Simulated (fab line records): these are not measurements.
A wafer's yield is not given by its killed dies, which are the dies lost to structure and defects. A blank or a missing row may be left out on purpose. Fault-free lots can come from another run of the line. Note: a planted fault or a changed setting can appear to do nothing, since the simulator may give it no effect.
fab line records	flow gf180mcu
record lots=5	wafers=23
route steps=602 shown NWELL@44 MVPSD@88 VT_IMPLANT@131 POLY_GATE@162 HV_LDD@197 NSD@237 SALICIDE@280
startH: hours from the record's opening day to when the first of the lot's shown wafers began	waitH: hours since the lot's step before	" as in the row above	L1.1+2: a single row standing in for several wafers	- value missing, or start not given	* or withheld: withheld	< > ~ a bound
route shown NAME@n: NAME is a module with steps in the file, n the number in the route of the first one	usual: mean/standard deviation taken from wafers without a fault	same: alike in all rows	chamber/n: place in a boat	sites: per-site readings	_std_site: their standard deviation	_edge_site: mean of outer sites minus mean of inner sites	radiusMm: for every site, how far away it sits from the centre of the wafer	mask NAME#n: copy n	behind: the most recent tool/chamber to have shaped the wafer	hold: cause of the lot's hold/its duration in hours/its outcome	device: which transistor (n, p or np) failed to switch	end of line: the same wafers' tests at the end of the route	step lacking rows: just its recipe	killed: dies that structure and defects cost at the first sort, which is not the same as the wafer's yield	map: a wafer's dies, marking killed ones x, the rest . and places with no die _
set.NAME: the run value of the setting; set.NAME@STEP: its run value at that earlier step	model.NAME: the simulator's own value behind a step, which no gauge read
lots run with intentionally changed settings; tables by step, rows by wafer
## steps
# step GF_NWELL_COAT_02
# recipe spinRpm=2000	resistThkNm=3000
lot.wafer	tool	chamber	startH	waitH	set.spinRpm	model.coat_of_NWELL_COAT_02.thkNm
L074.1	lithoTrack-01	0	47.44	0.1	2000	3002
L074.3	"	0	"	"	2000	3004
L074.4	"	0	"	"	2000	2986
L074.5	"	0	"	"	2000	2997
L074.6	"	0	"	"	2000	2987
L076.1	lithoTrack-01	0	64.24	0.1	1884	3086
L076.2	"	0	"	"	2000	2998
L076.3	"	0	"	"	2000	3002
L076.5	"	0	"	"	1884	3084
L076.6	"	0	"	"	1884	3087
L078.1	lithoTrack-04	0	73.11	0.1	2000	2993
L078.2	"	0	"	"	2000	2991
L078.3	"	0	"	"	2000	2994
L078.4	"	0	"	"	2000	2976
L078.5	"	0	"	"	2000	2997
L079.1	lithoTrack-04	0	77.26	0.1	2000	3000
L079.4+6	"	0	"	"	2000	3005
L085.1	lithoTrack-04	0	108.06	0.1	2000	2995
L085.2	"	0	"	"	2100	2922
L085.3+4	"	0	"	"	2100	2924
L085.6	"	0	"	"	2000	3007
# step GF_NWELL_SOFTBAKE_03
# recipe tempC=110	timeS=withheld
# step GF_NWELL_EXPOSE_04
# recipe maskId=Nwell	targetCdNm=860	na=0.6	sourceShape=conventional	sigmaOuter=0.6	doseMj=260
# step GF_NWELL_IMPLANT_08
# recipe species=P	energyKev=450	doseCm2=1.5e+13	tiltDeg=0
# step GF_NWELL_IMPLANT_09
# recipe species=P	energyKev=160	doseCm2=4e+12	tiltDeg=0
# step GF_NWELL_STRIP_10
# recipe chemistry=O2/N2	powerW=1400	pressureMtorr=1500	platenTempC=250	o2FlowSccm=3000	n2FlowSccm=300	overashFraction=0.5
# usual stripTimeToEndpointS=36.93/0.083
lot.wafer	tool	chamber	startH	waitH	set.spinRpm@NWELL_COAT_02	stripTimeToEndpointS
L074.1	plasmaAsher-01	0	53.97	0.1	2000	36.95
L074.3	"	1	"	"	2000	37.00
L074.4	"	0	"	"	2000	36.80
L074.5	"	0	"	"	2000	36.92
L074.6	"	1	"	"	2000	36.80
L076.1	plasmaAsher-01	0	71.72	0.1	1884	37.92
L076.2	"	1	"	"	2000	36.91
L076.3	"	1	"	"	2000	36.98
L076.5	"	1	"	"	1884	37.89
L076.6	"	0	"	"	1884	37.94
L078.1	plasmaAsher-01	1	80.45	0.1	2000	36.88
L078.2	"	0	"	"	2000	36.85
L078.3	"	0	"	"	2000	36.88
L078.4	"	1	"	"	2000	36.67
L078.5	"	0	"	"	2000	36.90
L079.1	plasmaAsher-02	0	84.55	0.1	2000	36.96
L079.4	"	1	"	"	2000	37.01
L079.6	"	1	"	"	2000	37.00
L085.1	plasmaAsher-04	1	116.22	0.1	2000	36.91
L085.2	"	0	"	"	2100	36.06
L085.3	"	0	"	"	2100	36.09
L085.4	"	1	"	"	2100	36.08
L085.6	"	1	"	"	2000	37.03
# step GF_MVPSD_STRIP_10
# recipe chemistry=O2/N2	powerW=1400	pressureMtorr=1500	platenTempC=250	o2FlowSccm=3000	n2FlowSccm=300	overashFraction=0.5
# usual oesProductAu=0.723/0.0045	stripTimeToEndpointS=37.00/0.11
lot.wafer	tool	chamber	startH	waitH	set.pressureMtorr	oesProductAu	stripTimeToEndpointS
L074.1	plasmaAsher-01	0	95.22	0.1	1326	0.705	38.43
L074.3	"	1	"	"	1326	0.702	38.36
L074.4	"	0	"	"	1326	0.706	38.39
L074.5	"	0	"	"	1326	0.699	38.42
L074.6	"	1	"	"	1326	0.708	38.45
L076.1	plasmaAsher-02	1	113.27	0.1	1354	0.714	38.13
L076.2	"	0	"	"	1354	0.700	38.21
L076.3	"	0	"	"	1354	0.706	38.13
L076.5	"	1	"	"	1354	0.711	38.12
L076.6	"	0	"	"	1354	0.704	38.19
L078.1	plasmaAsher-03	0	122.20	0.1	1395	0.712	37.91
L078.2	"	1	"	"	1395	0.717	37.88
L078.3	"	0	"	"	1395	0.710	37.91
L078.4	"	1	"	"	1395	0.713	37.99
L078.5	"	1	"	"	1395	0.709	37.86
L079.1	plasmaAsher-02	1	126.97	0.1	1500	0.716	37.02
L079.4	"	1	"	"	1500	0.721	37.06
L079.6	"	0	"	"	1500	0.721	37.07
L085.1	plasmaAsher-03	1	162.15	0.1	1500	0.729	37.00
L085.2	"	0	"	"	1500	0.733	36.91
L085.3	"	1	"	"	1500	0.718	36.90
L085.4	"	0	"	"	1500	0.727	37.01
L085.6	"	1	"	"	1500	0.721	36.87
# step GF_VT_IMPLANT_IMPLANT_41
# recipe species=As	energyKev=70	doseCm2=1.013e+12	tiltDeg=7
lot.wafer	tool	chamber	startH	waitH	set.energyKev	model.implant.rpNm	model.implant.drpNm
L074.1+3+4+5+6	implanter-03	0	153.47	0.0	70	42.52	18.17
L076.1+2+3	implanter-04	0	174.40	0.0	70	42.94	18.17
L076.5+6	"	0	"	"	72.76	44.39	18.73
L078.1+4	implanter-04	0	183.92	0.0	67.38	39.46	17.65
L078.2+3+5	"	0	"	"	70	40.76	18.17
L079.1+4+6	implanter-04	0	189.95	0.0	70	41.82	18.17
L085.1+4+6	implanter-03	0	230.25	0.0	70	41.42	18.17
L085.2+3	"	0	"	"	67.76	40.28	17.73
# step GF_POLY_GATE_COAT_05
# recipe resist=KrF	spinRpm=withheld	resistThkNm=700
lot.wafer	tool	chamber	startH	waitH	set.resistThkNm	model.KrF_of_POLY_GATE_COAT_05.thkNm
L074.1	lithoTrack-03	0	-	-	717.5	722.4
L074.3	"	0	"	"	717.5	721.1
L074.4	"	0	"	"	717.5	721.7
L074.5	"	0	"	"	700	704.6
L074.6	"	0	"	"	700	705.6
L076.1	lithoTrack-03	0	-	-	686.3	687
L076.2	"	0	"	"	686.3	687.1
L076.3	"	0	"	"	700	701.3
L076.5	"	0	"	"	700	699.3
L076.6	"	0	"	"	686.3	687.3
L078.1	lithoTrack-02	0	-	-	731.3	734.3
L078.2	"	0	"	"	700	701.4
L078.3	"	0	"	"	700	703.4
L078.4	"	0	"	"	700	701.9
L078.5	"	0	"	"	731.3	733.7
L079.1	lithoTrack-02	0	-	-	700	700
L079.4	"	0	"	"	700	700.6
L079.6	"	0	"	"	700	700.8
L085.1	lithoTrack-03	0	-	-	700	700.4
L085.2	"	0	"	"	700	698.9
L085.3	"	0	"	"	700	699.9
L085.4	"	0	"	"	700	700.7
L085.6	"	0	"	"	700	699.4
# step GF_HV_LDD_IMPLANT_21
# recipe species=BF2	energyKev=25	doseCm2=5e+13	tiltDeg=7
lot.wafer	tool	chamber	startH	waitH	set.energyKev	model.implant.rpNm	model.implant.drpNm
L074.1+3+4+5+6	implanter-04	0	230.09	0.0	25	21.29	11.41
L076.1+2+3	implanter-04	0	253.44	0.0	25	20.72	11.41
L076.5+6	"	0	"	"	26.42	21.66	11.86
L078.1+4	implanter-04	0	264.64	0.0	25	21.58	11.41
L078.2+3+5	"	0	"	"	24.19	21.02	11.15
L079.1+4+6	implanter-01	0	272.02	0.0	25	20.82	11.41
L085.1+3	implanter-01	0	318.94	0.0	25	20.25	11.41
L085.2+4+6	"	0	"	"	23.55	19.3	10.94
# step GF_HV_LDD_STRIP_22
# recipe chemistry=O2/N2	powerW=1400	pressureMtorr=1500	platenTempC=250	o2FlowSccm=3000	n2FlowSccm=300	overashFraction=0.5
# step GF_HV_LDD_TW_MEAS_23
# usual HV_LDD_2_TW=1063/8.2
lot.wafer	tool	chamber	startH	waitH	set.energyKev@HV_LDD_IMPLANT_21	HV_LDD_2_TW
L074.1	filmMetro-04	-	230.34	0.1	25	1060
L074.3	"	-	"	"	25	1059
L074.4	"	-	"	"	25	1060
L074.5	"	-	"	"	25	1060
L074.6	"	-	"	"	25	1061
L076.1	filmMetro-04	-	253.72	0.1	25	1059
L076.2	"	-	"	"	25	1062
L076.3	"	-	"	"	25	1064
L076.5	"	-	"	"	26.42	1079
L076.6	"	-	"	"	26.42	1081
L078.1	filmMetro-01	-	264.89	0.1	25	1068
L078.2	"	-	"	"	24.19	1060
L078.3	"	-	"	"	24.19	1062
L078.4	"	-	"	"	25	1068
L078.5	"	-	"	"	24.19	1061
L079.1	filmMetro-02	-	272.27	0.1	25	1056
L079.4	"	-	"	"	25	1047
L079.6	"	-	"	"	25	1055
L085.1	filmMetro-02	-	319.19	0.1	25	1056
L085.2	"	-	"	"	23.55	1036
L085.3	"	-	"	"	25	1054
L085.4	"	-	"	"	23.55	1032
L085.6	"	-	"	"	23.55	1036
# step GF_HV_LDD_IMPLANT_48
# recipe species=B	energyKev=25	doseCm2=3e+13	tiltDeg=7
lot.wafer	tool	chamber	startH	waitH	set.energyKev	model.implant.rpNm	model.implant.drpNm
L074.1+4+5	implanter-04	0	267.84	0.0	23.96	78.48	33.89
L074.3+6	"	0	"	"	25	81.85	35.62
L076.1+6	implanter-04	0	293.54	0.0	23.53	76.77	33.18
L076.2+3+5	"	0	"	"	25	81.5	35.62
L078.1+2+3+4+5	implanter-02	0	305.24	0.0	25	83.02	35.62
L079.1+4+6	implanter-02	0	312.49	0.0	25	83.82	35.62
L085.1+4+6	implanter-02	0	363.44	0.0	25.81	83.1	36.97
L085.2+3	"	0	"	"	25	80.53	35.62
# step GF_HV_LDD_CVD_56
# recipe material=Si3N4	precursor=DCS/NH3	targetThkNm=90	tempC=770	timeS=1543	pressureMtorr=250
lot.wafer	tool	chamber	startH	waitH	set.tempC	model.Si3N4_of_HV_LDD_CVD_56.thkNm
L074.1	-	-	-	0.1	764.4	81.16
L074.3	"	-	"	"	764.4	81.43
L074.4	"	-	"	"	764.4	81.03
L074.5	"	-	"	"	764.4	80.69
L074.6	"	-	"	"	764.4	81.28
L076.1	-	-	-	0.1	775.3	99.53
L076.2	"	-	"	"	775.3	99.93
L076.3	"	-	"	"	775.3	99.62
L076.5	"	-	"	"	775.3	99.65
L076.6	"	-	"	"	775.3	100.5
L078.1	-	-	-	0.1	773.8	96.33
L078.2	"	-	"	"	773.8	96.69
L078.3	"	-	"	"	773.8	97.06
L078.4	"	-	"	"	773.8	97.7
L078.5	"	-	"	"	773.8	96.88
L079.1	lpcvd-01	0	314.12	0.1	770	90.34
L079.4	"	0	"	"	770	90.38
L079.6	"	0	"	"	770	89.85
L085.1	-	-	-	0.1	770	90.22
L085.2	"	-	"	"	770	90.62
L085.3	"	-	"	"	770	90.47
L085.4	"	-	"	"	770	90.79
L085.6	"	-	"	"	770	89.89
# step GF_HV_LDD_THK_MEAS_57
# recipe reads=Si3N4_of_HV_LDD_CVD_56
# usual HV_LDD_CVD_56_THK=90.4/1
lot.wafer	tool	chamber	startH	waitH	set.tempC@HV_LDD_CVD_56	HV_LDD_CVD_56_THK[nm]
L074.1	filmMetro-01	-	-	-	764.4	81.1
L074.3	"	-	"	"	764.4	81.3
L074.4	"	-	"	"	764.4	81.0
L074.5	"	-	"	"	764.4	80.7
L074.6	"	-	"	"	764.4	81.3
L076.1	filmMetro-04	-	-	-	775.3	99.4
L076.2	"	-	"	"	775.3	99.9
L076.3	"	-	"	"	775.3	99.6
L076.5	"	-	"	"	775.3	99.7
L076.6	"	-	"	"	775.3	100.6
L078.1	filmMetro-01	-	-	-	773.8	96.4
L078.2	"	-	"	"	773.8	96.7
L078.3	"	-	"	"	773.8	97.1
L078.4	"	-	"	"	773.8	97.8
L078.5	"	-	"	"	773.8	96.8
L079.1	filmMetro-01	-	315.55	0.0	770	90.4
L079.4	"	-	"	"	770	90.4
L079.6	"	-	"	"	770	89.9
L085.1	filmMetro-04	-	-	-	770	90.2
L085.2	"	-	"	"	770	90.7
L085.3	"	-	"	"	770	90.4
L085.4	"	-	"	"	770	90.8
L085.6	"	-	"	"	770	89.9
# step GF_HV_LDD_ETCHBACK_58
# recipe chemistry=CH3F/O2	target=Si3N4	stopOn=SiO2	sourceW=400	biasW=80	pressureMtorr=25	ch3fFlowSccm=40	O2_flow_sccm=30	timeS=100	targetDepthA=900
# usual oesProductAu=0.845/0.0072
lot.wafer	tool	chamber	startH	waitH	set.tempC@HV_LDD_CVD_56	oesProductAu	model.etch.depthNm
L074.1	rieDiel-04	2	271.47	0.1	764.4	0.798	-
L074.3	"	1	"	"	764.4	0.801	81.43
L074.4	"	0	"	"	764.4	0.797	81.03
L074.5	"	3	"	"	764.4	0.801	-
L074.6	"	2	"	"	764.4	0.808	-
L076.1	rieDiel-04	2	296.67	0.1	775.3	0.888	-
L076.2	"	0	"	"	775.3	0.900	-
L076.3	"	3	"	"	775.3	0.896	-
L076.5	"	3	"	"	775.3	0.883	-
L076.6	"	0	"	"	775.3	0.900	-
L078.1	rieDiel-03	3	308.89	0.1	773.8	0.873	-
L078.2	"	0	"	"	773.8	0.881	-
L078.3	"	1	"	"	773.8	0.875	-
L078.4	"	0	"	"	773.8	0.883	-
L078.5	"	3	"	"	773.8	0.874	-
L079.1	rieDiel-03	1	315.61	0.1	770	0.846	90.34
L079.4	"	1	"	"	770	0.845	90.38
L079.6	"	3	"	"	770	0.839	89.85
L085.1	rieDiel-03	0	366.56	0.1	770	0.850	-
L085.2	"	1	"	"	770	0.848	-
L085.3	"	2	"	"	770	0.845	-
L085.4	"	3	"	"	770	0.853	90.79
L085.6	"	0	"	"	770	0.836	89.89
# step GF_NSD_COAT_02
# recipe resist=NOVOLAK	spinRpm=3000	resistThkNm=1000
lot.wafer	tool	chamber	startH	waitH	set.spinRpm	model.NOVOLAK_of_NSD_COAT_02.thkNm
L074.1	lithoTrack-02	0	280.31	0.1	3159	978
L074.3	"	0	"	"	3159	977.3
L074.4	"	0	"	"	3000	1000
L074.5	"	0	"	"	3000	998.7
L074.6	"	0	"	"	3159	975.8
L076.1+3	lithoTrack-04	0	306.71	0.1	2932	1013
L076.2	"	0	"	"	3000	1005
L076.5	"	0	"	"	3000	1004
L076.6	"	0	"	"	3000	998.2
L078.1	lithoTrack-02	0	318.66	0.1	3000	1003
L078.2	"	0	"	"	3000	999.7
L078.3	"	0	"	"	3000	998.6
L078.4	"	0	"	"	3197	970.8
L078.5	"	0	"	"	3197	968.5
L079.1+6	lithoTrack-04	0	325.46	0.1	3000	1002
L079.4	"	0	"	"	3000	1004
L085.1+2	lithoTrack-04	0	377.56	0.1	3000	1002
L085.3	"	0	"	"	3000	1004
L085.4	"	0	"	"	3000	1003
L085.6	"	0	"	"	3000	1006
# step GF_NSD_DEVELOP_06
# recipe developTimeS=60	devTempC=23
lot.wafer	tool	chamber	startH	waitH	set.developTimeS
L074.1+4	lithoTrack-02	0	290.31	0.1	51.83
L074.3+5+6	"	0	"	"	60
L076.1+3+6	lithoTrack-04	0	317.16	0.1	60
L076.2+5	"	0	"	"	55.48
L078.1+2	lithoTrack-01	0	329.28	0.1	68.4
L078.3+4+5	"	0	"	"	60
L079.1+4+6	lithoTrack-02	0	336.01	0.1	60
L085.1+3+6	lithoTrack-02	0	388.46	0.1	68.81
L085.2+4	"	0	"	"	60
# step GF_NSD_CD_MEAS_07
# recipe targetCdNm=400
# usual cdNm=398.4/2.3
lot.wafer	tool	chamber	startH	waitH	set.developTimeS@NSD_DEVELOP_06	cdNm
L074.1	cdSem-01	-	290.46	0.1	51.83	385.9
L074.3	"	-	"	"	60	399.9
L074.4	"	-	"	"	51.83	384.6
L074.5	"	-	"	"	60	398.5
L074.6	"	-	"	"	60	400.2
L076.1	cdSem-02	-	317.31	0.1	60	395.8
L076.2	"	-	"	"	55.48	389.3
L076.3	"	-	"	"	60	395.0
L076.5	"	-	"	"	55.48	387.2
L076.6	"	-	"	"	60	396.5
L078.1	cdSem-02	-	329.43	0.1	68.4	410.5
L078.2	"	-	"	"	68.4	409.5
L078.3	"	-	"	"	60	399.5
L078.4	"	-	"	"	60	401.0
L078.5	"	-	"	"	60	401.2
L079.1	cdSem-02	-	336.20	0.2	60	397.9
L079.4	"	-	"	"	60	399.9
L079.6	"	-	"	"	60	399.6
L085.1	cdSem-02	-	388.61	0.1	68.81	413.1
L085.2	"	-	"	"	60	399.5
L085.3	"	-	"	"	68.81	412.4
L085.4	"	-	"	"	60	398.8
L085.6	"	-	"	"	68.81	411.7
# step GF_NSD_IMPLANT_09
# recipe species=As	energyKev=60	doseCm2=4e+15	tiltDeg=7
# step GF_NSD_IMPLANT_10
# recipe species=P	energyKev=40	doseCm2=5e+14	tiltDeg=7
# step GF_NSD_STRIP_11
# recipe chemistry=O2/N2	powerW=1400	pressureMtorr=1500	platenTempC=250	o2FlowSccm=3000	n2FlowSccm=300	overashFraction=0.5
# usual stripTimeToEndpointS=22.97/0.034
lot.wafer	tool	chamber	startH	waitH	set.spinRpm@NSD_COAT_02	stripTimeToEndpointS
L074.1	plasmaAsher-04	0	290.92	0.1	3159	22.75
L074.3	"	1	"	"	3159	22.73
L074.4	"	0	"	"	3000	22.98
L074.5	"	1	"	"	3000	22.95
L074.6	"	0	"	"	3159	22.71
L076.1	plasmaAsher-04	1	317.77	0.1	2932	23.10
L076.2	"	0	"	"	3000	23.03
L076.3	"	0	"	"	2932	23.12
L076.5	"	0	"	"	3000	23.02
L076.6	"	1	"	"	3000	22.94
L078.1	plasmaAsher-04	1	331.33	0.1	3000	23.00
L078.2	"	0	"	"	3000	22.97
L078.3	"	1	"	"	3000	22.95
L078.4	"	0	"	"	3197	22.62
L078.5	"	1	"	"	3197	22.60
L079.1	plasmaAsher-04	1	336.66	0.1	3000	22.99
L079.4	"	1	"	"	3000	23.00
L079.6	"	0	"	"	3000	23.00
L085.1	plasmaAsher-04	1	389.07	0.1	3000	22.99
L085.2	"	0	"	"	3000	22.98
L085.3	"	1	"	"	3000	23.00
L085.4	"	0	"	"	3000	22.99
L085.6	"	0	"	"	3000	23.05
# step GF_SALICIDE_SPUTTER_02
# recipe material=Co	targetThkNm=10	powerW=1000	timeS=20	chamberPressurePa=0.4
lot.wafer	tool	chamber	startH	waitH	set.powerW	model.Co_of_SALICIDE_SPUTTER_02.thkNm
L074.1	pvdSputter-03	-	332.31	0.0	1087	11
L074.3	"	-	"	"	1000	10.04
L074.4	"	-	"	"	1000	10.03
L074.5+6	"	-	"	"	1087	10.9
L076.1	pvdSputter-04	-	361.51	0.0	932.2	9.414
L076.2+3	"	-	"	"	1000	10.19
L076.5	"	-	"	"	932.2	9.401
L076.6	"	-	"	"	932.2	9.58
L078.1	pvdSputter-02	-	375.38	0.0	1000	10
L078.2	"	-	"	"	906.7	9.311
L078.3	"	-	"	"	906.7	9.274
L078.4	"	-	"	"	906.7	9.411
L078.5	"	-	"	"	1000	10.13
L079.1	pvdSputter-02	-	382.00	0.0	1000	10.12
L079.4	"	-	"	"	1000	10.14
L079.6	"	-	"	"	1000	10.26
L085.1	pvdSputter-03	-	437.28	0.0	1037	10.49
L085.2	"	-	"	"	1000	10.32
L085.3	"	-	"	"	1000	9.973
L085.4	"	-	"	"	1037	10.46
L085.6	"	-	"	"	1000	10.09
# step GF_SALICIDE_SPUTTER_03
# recipe material=TiN	targetThkNm=20	powerW=6500	timeS=16.7	chamberPressurePa=0.4
lot.wafer	tool	chamber	startH	waitH	set.chamberPressurePa
L074.1+3+4+5+6	pvdSputter-03	-	332.34	0.0	0.4449
L076.1+2+3+5+6	pvdSputter-04	-	361.54	0.0	0.3447
L078.1+2+3+4+5	pvdSputter-02	-	375.40	0.0	0.442
L079.1+4+6	pvdSputter-02	-	382.03	0.0	0.4
L085.1+2+3+4+6	pvdSputter-03	-	437.30	0.0	0.4418
# step GF_SALICIDE_RS_MEAS_04
# recipe thkMeasGauge=four-point-probe	reads=TiN_of_SALICIDE_SPUTTER_03+Co_of_SALICIDE_SPUTTER_02
# usual SALICIDE_TIN_RS=16.09/0.22
lot.wafer	tool	chamber	startH	waitH	set.powerW@SALICIDE_SPUTTER_02	SALICIDE_TIN_RS[ohm/sq]
L074.1	filmMetro-01	-	332.36	0.0	1087	14.98
L074.3	"	-	"	"	1000	16.34
L074.4	"	-	"	"	1000	16.35
L074.5	"	-	"	"	1087	15.03
L074.6	"	-	"	"	1087	15.15
L076.1	filmMetro-01	-	361.56	0.0	932.2	17.26
L076.2	"	-	"	"	1000	15.89
L076.3	"	-	"	"	1000	15.89
L076.5	"	-	"	"	932.2	17.32
L076.6	"	-	"	"	932.2	16.99
L078.1	filmMetro-02	-	375.43	0.0	1000	16.24
L078.2	"	-	"	"	906.7	17.74
L078.3	"	-	"	"	906.7	17.86
L078.4	"	-	"	"	906.7	17.53
L078.5	"	-	"	"	1000	16.20
L079.1	filmMetro-03	-	382.06	0.0	1000	16.15
L079.4	"	-	"	"	1000	15.98
L079.6	"	-	"	"	1000	16.01
L085.1	filmMetro-02	-	437.33	0.0	1037	15.56
L085.2	"	-	"	"	1000	15.81
L085.3	"	-	"	"	1000	16.50
L085.4	"	-	"	"	1037	15.69
L085.6	"	-	"	"	1000	16.22
## key
split step=GF_NWELL_COAT_02	setting=spinRpm	stated=2000	by=wafer
response step=GF_NWELL_COAT_02	reading=model.coat_of_NWELL_COAT_02.thkNm	change=-15	per=1%	r=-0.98
response step=GF_NWELL_STRIP_10	reading=stripTimeToEndpointS	change=*	per=1%	r=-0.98
split step=GF_MVPSD_STRIP_10	setting=pressureMtorr	stated=1500	by=lot
response step=GF_MVPSD_STRIP_10	reading=oesProductAu	change=+0.00165	per=1%	r=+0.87
response step=GF_MVPSD_STRIP_10	reading=stripTimeToEndpointS	change=*	per=1%	r=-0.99
split step=GF_VT_IMPLANT_IMPLANT_41	setting=energyKev	stated=70	by=wafer
response step=GF_VT_IMPLANT_IMPLANT_41	reading=model.implant.rpNm	change=+0.357	per=1%	r=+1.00
response step=GF_VT_IMPLANT_IMPLANT_41	reading=model.implant.drpNm	change=+0.14	per=1%	r=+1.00
split step=GF_POLY_GATE_COAT_05	setting=resistThkNm	stated=700	by=wafer
response step=GF_POLY_GATE_COAT_05	reading=model.KrF_of_POLY_GATE_COAT_05.thkNm	change=+6.97	per=1%	r=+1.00
split step=GF_HV_LDD_IMPLANT_21	setting=energyKev	stated=25	by=wafer
response step=GF_HV_LDD_IMPLANT_21	reading=model.implant.rpNm	change=+0.166	per=1%	r=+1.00
response step=GF_HV_LDD_IMPLANT_21	reading=model.implant.drpNm	change=+0.0805	per=1%	r=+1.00
response step=GF_HV_LDD_TW_MEAS_23	reading=HV_LDD_2_TW	change=+3.22	per=1%	r=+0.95
split step=GF_HV_LDD_IMPLANT_48	setting=energyKev	stated=25	by=wafer
response step=GF_HV_LDD_IMPLANT_48	reading=model.implant.rpNm	change=+0.804	per=1%	r=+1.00
response step=GF_HV_LDD_IMPLANT_48	reading=model.implant.drpNm	change=+0.416	per=1%	r=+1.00
split step=GF_HV_LDD_CVD_56	setting=tempC	stated=770	by=lot
response step=GF_HV_LDD_CVD_56	reading=model.Si3N4_of_HV_LDD_CVD_56.thkNm	change=+13.2	per=1%	r=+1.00
response step=GF_HV_LDD_THK_MEAS_57	reading=HV_LDD_CVD_56_THK	change=+13.2	per=1%	r=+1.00
response step=GF_HV_LDD_ETCHBACK_58	reading=oesProductAu	change=+0.0648	per=1%	r=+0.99
response step=GF_HV_LDD_ETCHBACK_58	reading=model.etch.depthNm	change=+12.4	per=1%	r=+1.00
split step=GF_NSD_COAT_02	setting=spinRpm	stated=3000	by=wafer
response step=GF_NSD_COAT_02	reading=model.NOVOLAK_of_NSD_COAT_02.thkNm	change=-4.51	per=1%	r=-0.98
response step=GF_NSD_STRIP_11	reading=stripTimeToEndpointS	change=*	per=1%	r=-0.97
split step=GF_NSD_DEVELOP_06	setting=developTimeS	stated=60	by=wafer
response step=GF_NSD_CD_MEAS_07	reading=cdNm	change=+0.883	per=1%	r=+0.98
split step=GF_SALICIDE_SPUTTER_02	setting=powerW	stated=1000	by=wafer
response step=GF_SALICIDE_SPUTTER_02	reading=model.Co_of_SALICIDE_SPUTTER_02.thkNm	change=+0.0939	per=1%	r=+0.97
response step=GF_SALICIDE_RS_MEAS_04	reading=SALICIDE_TIN_RS	change=-0.162	per=1%	r=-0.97
split step=GF_SALICIDE_SPUTTER_03	setting=chamberPressurePa	stated=0.4	by=lot
response none clear
